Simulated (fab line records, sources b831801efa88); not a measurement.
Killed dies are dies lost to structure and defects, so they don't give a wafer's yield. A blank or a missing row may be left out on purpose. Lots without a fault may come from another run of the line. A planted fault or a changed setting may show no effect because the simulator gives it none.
Which tool did it? | flow gf180mcu | 13 lots, 39 wafers sampled, at 4 steps of a route of 602

WHAT THE GAUGES READ, wafer by wafer
GF_STI_THK_MEAS_02. Usual: STI_OXIDATION_THK 9.98 nm, standard deviation 0.17.
lot  | measured    | on            | STI_OXIDATION_THK (nm) | flag
L794 | day 1 16:31 | film_metro-03 | 9.91 9.82 9.79         |
L796 | day 2 02:31 | film_metro-03 | 10.11 9.88 9.90        |
L797 | day 2 07:31 | film_metro-03 | 9.74 9.78 9.77         |
L798 | day 2 12:31 | film_metro-02 | 10.25 10.22 10.06      |
L806 | day 4 04:32 | film_metro-01 | 10.00 10.08 10.10      |
L808 | day 4 14:55 | film_metro-02 | 10.12 10.29 10.17      |
L810 | day 5 00:57 | film_metro-01 | 9.95 10.03 10.05       |
L811 | day 5 06:07 | film_metro-02 | 9.89 10.00 9.98        |
L812 | day 5 10:31 | film_metro-01 | 9.90 9.96 9.99         |
L813 | day 5 15:32 | film_metro-01 | 10.09 10.17 10.12      |
L814 | day 5 20:31 | film_metro-02 | 9.85 9.95 9.84         |
L815 | day 6 01:34 | film_metro-01 | 9.48 9.66 9.69         |
L816 | day 6 06:31 | film_metro-03 | 10.06 10.02 9.88       |

GF_M1_RS_MEAS_05: measures by four-point-probe. Usual: M1_ALCU_RS 0.0695 ohm/sq, standard deviation 0.00079.
lot  | measured     | on            | M1_ALCU_RS (ohm/sq)  | flag
L794 | day 16 06:55 | film_metro-01 | 0.0708 0.0707 0.0707 |
L796 | day 17 07:54 | film_metro-01 | 0.0698 0.0695 0.0698 |
L797 | day 17 18:59 | film_metro-03 | 0.0692 0.0688 0.0685 |
L798 | day 18 00:50 | film_metro-01 | 0.0698 0.0698 0.0699 |
L806 | day 21 04:16 | film_metro-01 | 0.0698 0.0701 0.0698 |
L808 | day 21 17:50 | film_metro-01 | 0.0685 0.0689 0.0689 |
L810 | day 22 08:23 | film_metro-04 | 0.0685 0.0681 0.0680 |
L811 | day 22 14:50 | film_metro-01 | 0.0690 0.0691 0.0694 |
L812 | day 22 21:46 | film_metro-04 | 0.0711 0.0714 0.0716 |
L813 | day 23 07:38 | film_metro-04 | 0.0690 0.0685 0.0696 |
L814 | day 23 18:58 | film_metro-03 | 0.0681 0.0686 0.0686 |
L815 | day 24 01:26 | film_metro-04 | 0.0706 0.0708 0.0706 |
L816 | day 24 06:20 | film_metro-01 | 0.0685 0.0695 0.0692 |

GF_V1_BOW_MEAS_05. Usual: V1_BOW 83 um, standard deviation 8.1.
lot  | measured     | on            | V1_BOW (um) | flag
L794 | day 17 06:54 | film_metro-02 | 95 71 69    |
L796 | day 18 08:35 | film_metro-02 | 86 79 83    |
L797 | day 18 20:16 | film_metro-02 | 67 80 84    |
L798 | day 19 02:10 | film_metro-01 | 85 84 93    |
L806 | day 22 05:31 | film_metro-03 | 70 101 72   |
L808 | day 22 18:48 | film_metro-01 | 86 88 91    |
L810 | day 23 08:20 | film_metro-03 | 75 82 75    |
L811 | day 23 14:50 | film_metro-03 | 77 64 91    |
L812 | day 23 21:37 | film_metro-02 | 79 68 81    |
L813 | day 24 07:15 | film_metro-03 | 87 85 87    |
L814 | day 24 18:14 | film_metro-03 | 89 89 95    |
L815 | day 25 00:43 | film_metro-03 | 82 89 82    |
L816 | day 25 04:42 | film_metro-01 | 79 83 79    |

WHICH TOOL RAN EACH LOT (tool, then ch and the chambers of the sampled wafers, then the start)
lot  | GF_LVPWELL_EXPOSE_04
L794 | iline_stepper-01 ch 0, day 3 19:34
L796 | iline_stepper-02 ch 0, day 4 06:43
L797 | iline_stepper-01 ch 0, day 4 11:31
L798 | iline_stepper-02 ch 0, day 4 18:57
L806 | iline_stepper-01 ch 0, day 6 13:52
L808 | iline_stepper-02 ch 0, day 7 01:52
L810 | iline_stepper-02 ch 0, day 7 11:47
L811 | iline_stepper-02 ch 0, day 7 18:22
L812 | iline_stepper-02 ch 0, day 8 00:22
L813 | iline_stepper-01 ch 0, day 8 04:59
L814 | iline_stepper-01 ch 0, day 8 15:56
L815 | iline_stepper-02 ch 0, day 8 18:02
L816 | iline_stepper-01 ch 0, day 8 23:49
- GF_LVPWELL_EXPOSE_04: exposes mask LVPWELL, target cd 600 nm.

WHAT THE TOOLS THEMSELVES READ (means of the sampled wafers that have a number; where no wafer has one, the mark that the record gives instead)
GF_LVPWELL_EXPOSE_04. Usual: stage_vel_mm_s 499.97 mm/s, standard deviation 0.26.
lot  | tool             | stage_vel_mm_s (mm/s) | flag
L794 | iline_stepper-01 | 500.40                |
L796 | iline_stepper-02 | 500.06                |
L797 | iline_stepper-01 | 500.18                |
L798 | iline_stepper-02 | 499.75                |
L806 | iline_stepper-01 | 500.01                |
L808 | iline_stepper-02 | 500.31                |
L810 | iline_stepper-02 | 499.60                |
L811 | iline_stepper-02 | 499.72                |
L812 | iline_stepper-02 | 500.08                |
L813 | iline_stepper-01 | 499.89                |
L814 | iline_stepper-01 | 500.08                |
L815 | iline_stepper-02 | 499.94                |
L816 | iline_stepper-01 | 499.74                |

THE ANSWER, worked out from the rows above alone
Rule: a lot is off if the mean of its wafers that have a number lies more than 3 standard deviations from the usual mean. A lot without any number at a reading at which 4 lots or more have one is off too. The other lots that the step has rows for count as sound. The gauges are gone through in route order, then the tools' own readings, and for those a lot's mean is taken as printed above. The first step at which some lot is off is used, and at that step the reading that is off furthest; a lot without a number counts as furthest.
No lot is off at any reading shown: from this, nothing can be told.

WHAT THE SIMULATOR HAD PUT IN
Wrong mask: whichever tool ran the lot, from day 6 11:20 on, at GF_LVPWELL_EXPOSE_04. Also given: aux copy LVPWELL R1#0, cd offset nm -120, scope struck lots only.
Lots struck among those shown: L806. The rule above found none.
